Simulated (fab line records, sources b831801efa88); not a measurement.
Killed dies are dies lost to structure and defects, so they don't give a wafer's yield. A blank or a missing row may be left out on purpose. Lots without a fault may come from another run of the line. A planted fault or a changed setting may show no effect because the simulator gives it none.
fab line records | flow sky130
record lots=15 wafers=45 last_day=50
route steps=708 shown LOCAL_INTERCONNECT@389 CONTACT@411
lots that met no fault: from a run of the same line without faults
start_h: hours from the record's first day to the start of the lot's first wafer shown | wait_h: hours since the lot's step before | " the same as in the row above | L1.1+2: a row that stands for several wafers | - no value, or no start given | * or withheld: withheld | < > ~ a bound
route shown NAME@n: a module of which the file shows steps, and the number in the route of the first | usual: mean/standard deviation of fault-free wafers | same: alike in all rows | chamber/n: place in a boat | sites: the reading at each site | _std_site: their standard deviation | _edge_site: outer sites' mean less inner sites' | radius_mm: how far each site lies from the wafer's centre | mask NAME#n: copy n | behind: the tool/chamber that last shaped the wafer | hold: why the lot was held/for how many hours/how that ended | device: the transistor (n, p or np) that didn't switch | end of line: the same wafers' tests at the end of the route | a step without rows: its recipe alone | killed: dies lost to structure and defects at the first sort, not the wafer's yield | map: a wafer's dies, x killed, . not, _ none there
set.NAME: the setting as run; set.NAME@STEP: as run at that earlier step | model.NAME: the simulator's own value behind a step, which no gauge read
steps of the route over a sample of lots; a table a step, a row a wafer
services: from which hour (start_h, from the record's first day; less than 0 if before it) a tool's chamber was out of use, for how many hours, and why
## steps
# step SKY_LOCAL_INTERCONNECT_THK_MEAS_02
# recipe thk_meas_gauge=xrf reads=TiN_of_LOCAL_INTERCONNECT_SPUTTER_00
# usual LOCAL_INTERCONNECT_TIN_THK=98.3/1
# columns lot.wafer tool chamber start_h wait_h LOCAL_INTERCONNECT_TIN_THK[nm]
L873.4 film_metro-02 - 677.65 0.1 97.8
L873.5 " - " " 98.1
L873.6 " - " " 96.2
L874.4 film_metro-01 - 688.24 0.1 99.4
L874.5 " - " " 98.9
L874.6 " - " " 98.7
L876.1 film_metro-01 - 703.95 0.1 99.6
L876.3 " - " " 98.6
L876.4 " - " " 98.3
L875.1 film_metro-01 - 706.37 0.1 98.2
L875.4 " - " " 97.6
L875.6 " - " " 97.8
L879.1 film_metro-01 - 729.01 0.1 97.9
L879.4 " - " " 98.2
L879.6 " - " " 99.1
L880.3 film_metro-03 - 735.70 0.1 99.5
L880.4 " - " " 98.2
L880.6 " - " " 99.4
L881.3 film_metro-02 - 756.38 0.1 97.8
L881.4 " - " " 96.2
L881.6 " - " " 97.9
L883.2 film_metro-01 - 758.50 0.1 98.8
L883.4 " - " " 99.2
L883.5 " - " " 98.2
L882.1 film_metro-01 - 759.88 0.1 99.0
L882.4 " - " " 99.0
L882.6 " - " " 100.1
L884.1 film_metro-03 - 762.98 0.1 97.5
L884.4 " - " " 99.1
L884.5 " - " " 98.5
L887.1 film_metro-02 - 790.96 0.1 97.5
L887.2 " - " " 97.0
L887.5 " - " " 97.8
L892.1 film_metro-03 - 833.14 0.1 97.5
L892.3 " - " " 98.6
L892.5 " - " " 97.7
L894.1 film_metro-01 - 855.55 0.1 98.3
L894.3 " - " " 99.3
L894.6 " - " " 99.9
L895.2 film_metro-01 - 862.46 0.1 100.9
L895.3 " - " " 97.7
L895.6 " - " " 97.7
L896.1 film_metro-03 - 871.22 0.1 98.8
L896.2 " - " " 98.9
L896.4 " - " " 98.3
# step SKY_LOCAL_INTERCONNECT_EXPOSE_08
# recipe mask_id=LI1M na=0.8 source_shape=annular sigma_inner=0.55 sigma_outer=0.85 target_cd_nm=170 dose_mj=28
# usual exposure_dose_mJ_cm2=28.00/0.03 focus_offset_nm=0.0/0.47
# columns lot.wafer tool chamber start_h wait_h mask exposure_dose_mJ_cm2 focus_offset_nm
L873.4 krf_scanner-01 0 692.34 - LI1M#0 27.99 0.3
L873.5 " 0 " " LI1M#0 28.00 0.0
L873.6 " 0 " " LI1M#0 27.96 -0.1
L874.4 krf_scanner-02 0 702.66 - LI1M#0 28.00 -0.4
L874.5 " 0 " " LI1M#0 28.00 -0.1
L874.6 " 0 " " LI1M#0 28.00 -0.4
L876.1 krf_scanner-01 0 718.15 - LI1M#0 27.98 0.1
L876.3 " 0 " " LI1M#0 27.99 0.0
L876.4 " 0 " " LI1M#0 27.98 -0.6
L875.1 krf_scanner-02 0 720.50 - LI1M#0 28.05 0.5
L875.4 " 0 " " LI1M#0 28.01 -0.4
L875.6 " 0 " " LI1M#0 27.98 0.0
L879.1 krf_scanner-01 0 742.57 - LI1M#0 28.02 -0.1
L879.4 " 0 " " LI1M#0 27.97 0.2
L879.6 " 0 " " LI1M#0 27.96 -0.1
L880.3 krf_scanner-02 0 749.80 - LI1M#0 28.00 0.2
L880.4 " 0 " " LI1M#0 27.98 -0.5
L880.6 " 0 " " LI1M#0 27.99 -0.8
L881.3 krf_scanner-01 0 769.64 - LI1M#0 28.06 0.2
L881.4 " 0 " " LI1M#0 28.06 0.4
L881.6 " 0 " " LI1M#0 28.06 -0.5
L883.2 krf_scanner-01 - 771.90 - LI1M#0 - -
L883.4 " - " " LI1M#0 - -
L883.5 " - " " LI1M#0 - -
L882.1 krf_scanner-01 - 773.35 - LI1M#0 - -
L882.4 " - " " LI1M#0 - -
L882.6 " - " " LI1M#0 - -
L884.1 krf_scanner-01 - 776.05 - LI1M#0 - -
L884.4 " - " " LI1M#0 - -
L884.5 " - " " LI1M#0 - -
L887.1 krf_scanner-01 0 804.33 - LI1M#0 27.97 0.7
L887.2 " 0 " " LI1M#0 28.03 1.2
L887.5 " 0 " " LI1M#0 28.01 1.0
L892.1 krf_scanner-01 0 846.90 - LI1M#0 28.07 0.2
L892.3 " 0 " " LI1M#0 28.01 -0.4
L892.5 " 0 " " LI1M#0 27.97 -0.2
L894.1 krf_scanner-01 0 869.48 - LI1M#0 28.01 0.4
L894.3 " 0 " " LI1M#0 28.04 -0.1
L894.6 " 0 " " LI1M#0 28.02 -0.1
L895.2 krf_scanner-01 0 875.70 - LI1M#0 27.99 0.3
L895.3 " 0 " " LI1M#0 27.98 -0.5
L895.6 " 0 " " LI1M#0 27.97 0.3
L896.1 krf_scanner-01 0 883.79 - LI1M#0 28.00 0.0
L896.2 " 0 " " LI1M#0 28.06 0.0
L896.4 " 0 " " LI1M#0 28.02 -0.4
# step SKY_CONTACT_BOW_MEAS_05
# recipe mode=bow
# usual CONTACT_BOW=82/6.9
# columns lot.wafer tool chamber start_h wait_h CONTACT_BOW[um]
L873.4 film_metro-03 - 707.63 0.2 82
L873.5 " - " " 86
L873.6 " - " " 80
L874.4 film_metro-01 - 717.41 0.3 78
L874.5 " - " " 78
L874.6 " - " " 92
L876.1 film_metro-03 - 733.58 0.2 76
L876.3 " - " " 89
L876.4 " - " " 89
L875.1 film_metro-01 - 735.19 0.2 84
L875.4 " - " " 73
L875.6 " - " " 86
L879.1 film_metro-04 - 757.97 0.2 80
L879.4 " - " " 71
L879.6 " - " " 77
L880.3 film_metro-04 - 764.34 0.2 69
L880.4 " - " " 64
L880.6 " - " " 80
L881.3 film_metro-04 - 785.14 0.1 89
L881.4 " - " " 100
L881.6 " - " " 86
L887.1 film_metro-01 - 819.24 0.2 80
L887.2 " - " " 77
L887.5 " - " " 78
L892.1 film_metro-03 - 860.71 0.1 89
L892.3 " - " " 75
L892.5 " - " " 82
L894.1 film_metro-01 - 882.88 0.2 75
L894.3 " - " " 85
L894.6 " - " " 74
L895.2 film_metro-03 - 890.06 0.2 84
L895.3 " - " " 82
L895.6 " - " " 80
L896.1 film_metro-03 - 898.28 0.1 76
L896.2 " - " " 84
L896.4 " - " " 85
# step SKY_CONTACT_ETCH_16
# recipe chemistry=N2/H2 target=BARC ion_energy_ev=200 source_w=500 bias_w=100 pressure_mtorr=30 n2_flow_sccm=100 h2_flow_sccm=200 stop_on=SiO2 time_s=45.9 target_depth_a=600
# usual drypump_motor_current_A=5.6/0.4 oes_product_au=0.855/0.0049 throttle_valve_pct=13.224/0.0091
# columns lot.wafer tool chamber start_h wait_h drypump_motor_current_A oes_product_au rf_hours_counter_h throttle_valve_pct
L873.4 rie_diel-04 2 735.44 0.0 5.8 0.857 1 13.231
L873.5 " 0 " " 5.9 0.858 - 13.218
L873.6 " 3 " " 6.2 0.847 - 13.232
L874.4 rie_diel-02 2 744.44 0.0 5.3 0.850 17 13.217
L874.5 " 0 " " 5.1 0.858 - 13.231
L874.6 " 1 " " 6.0 0.854 - 13.213
L876.1 rie_diel-02 0 761.99 0.0 5.1 0.859 1 13.222
L876.3 " 2 " " 5.3 0.859 18 13.223
L876.4 " 3 " " 5.6 0.857 - 13.213
L875.1 rie_diel-02 1 762.94 0.0 6.0 0.860 2 13.222
L875.4 " 0 " " 5.1 0.859 1 13.228
L875.6 " 1 " " 6.0 0.851 - 13.227
L879.1 rie_diel-04 1 784.91 0.0 4.8 0.856 13 13.223
L879.4 " 3 " " 6.3 0.855 15 13.233
L879.6 " 2 " " 5.8 0.855 - 13.215
L880.3 rie_diel-02 0 792.04 0.0 5.1 0.860 2 13.219
L880.4 " 1 " " 6.0 0.850 3 13.218
L880.6 " 2 " " 5.3 0.846 - 13.212
L881.3 rie_diel-02 1 811.64 0.0 6.0 0.856 3 13.220
L881.4 " 2 " " 5.3 0.848 20 13.235
L881.6 " 1 " " 6.0 0.861 - 13.229
L887.1 rie_diel-02 3 846.26 0.0 5.6 0.851 10 13.237
L887.2 " 1 " " 6.0 0.862 5 13.215
L887.5 " 0 " " 5.1 0.851 - 13.218
L892.1 rie_diel-02 3 887.24 0.0 5.6 0.853 12 13.219
L892.3 " 1 " " 6.0 0.848 6 13.240
L892.5 " 3 " " 5.6 0.854 - 13.232
L894.1 rie_diel-01 3 908.51 0.0 5.9 0.859 17 13.212
L894.3 " 0 " " 5.8 0.853 9 13.233
L894.6 " 1 " " 5.1 0.847 - 13.228
L895.2 rie_diel-01 1 916.29 0.0 5.1 0.856 4 13.222
L895.3 " 3 " " 5.9 0.862 18 13.212
L895.6 " 2 " " 5.7 0.852 - 13.239
L896.1 rie_diel-02 3 924.31 0.0 5.5 0.852 12 13.218
L896.2 " 1 " " 6.0 0.852 7 13.227
L896.4 " 0 " " 5.1 0.859 6 13.221
## services
# columns tool chamber start_h hours kind
rie_diel-04 2 687.68 3.8 repair
krf_scanner-02 - 708.73 1.3 pm
rie_diel-02 - 710.49 0.4 repair
rie_diel-01 2 713.40 5.1 repair
rie_diel-02 0 728.19 11.0 repair
krf_scanner-01 - 734.89 1.3 pm
krf_scanner-01 - 754.25 3.6 pm
krf_scanner-02 - 755.05 1.7 repair
rie_diel-02 1 755.70 6.8 repair
krf_scanner-01 - 757.80 0.8 pm
krf_scanner-02 - 758.55 0.8 pm
rie_diel-01 2 760.30 4.1 repair
krf_scanner-02 - 775.35 1.7 repair
rie_diel-04 1 776.88 4.3 repair
krf_scanner-02 - 782.99 1.0 pm
krf_scanner-01 - 789.76 1.0 pm
krf_scanner-01 - 793.52 4.0 pm
rie_diel-01 2 794.17 1.7 repair
krf_scanner-01 - 859.36 0.2 repair
rie_diel-02 0 877.67 8.5 repair
krf_scanner-02 - 883.32 1.5 repair
krf_scanner-02 - 884.85 1.3 pm
krf_scanner-01 - 910.78 1.3 pm
krf_scanner-01 - 923.67 0.8 pm
## key
first_sign step=SKY_LOCAL_INTERCONNECT_EXPOSE_08 reading=tool_record direction=missing
effect none on later readings
met_at SKY_LOCAL_INTERCONNECT_EXPOSE_08
struck_lots L882,L883,L884
later_rows_left_out L882.1,L882.4,L882.6,L883.2,L883.4,L883.5,L884.1,L884.4,L884.5
sort_left_out L882.1,L882.4,L882.6,L883.2,L883.4,L883.5,L884.1,L884.4,L884.5
tester_left_out L882,L883,L884
not_acting_at SKY_LOCAL_INTERCONNECT_THK_MEAS_02,SKY_CONTACT_BOW_MEAS_05,SKY_CONTACT_ETCH_16
onset_between 769.64 771.90
fault kind=skipped_step_whole tool=krf_scanner-01 chamber=- onset_h=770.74 steps=SKY_LOCAL_INTERCONNECT_EXPOSE_08 scope=struck_lots_only
# tester_left_out: of these lots the tester's yield and bins aren't shown, on N5 and GAA mostly nor the transistor test; their killed dies are dies lost to structure and defects alone, not to doping, threshold or leakage, so they don't give the yield
# sort_left_out: the simulated sort isn't trusted on such a fault, so these wafers' sort isn't shown, and their yield isn't known
# later_rows_left_out: the simulator's readings of these wafers behind a module that went badly wrong aren't trusted and aren't shown, but for the sort
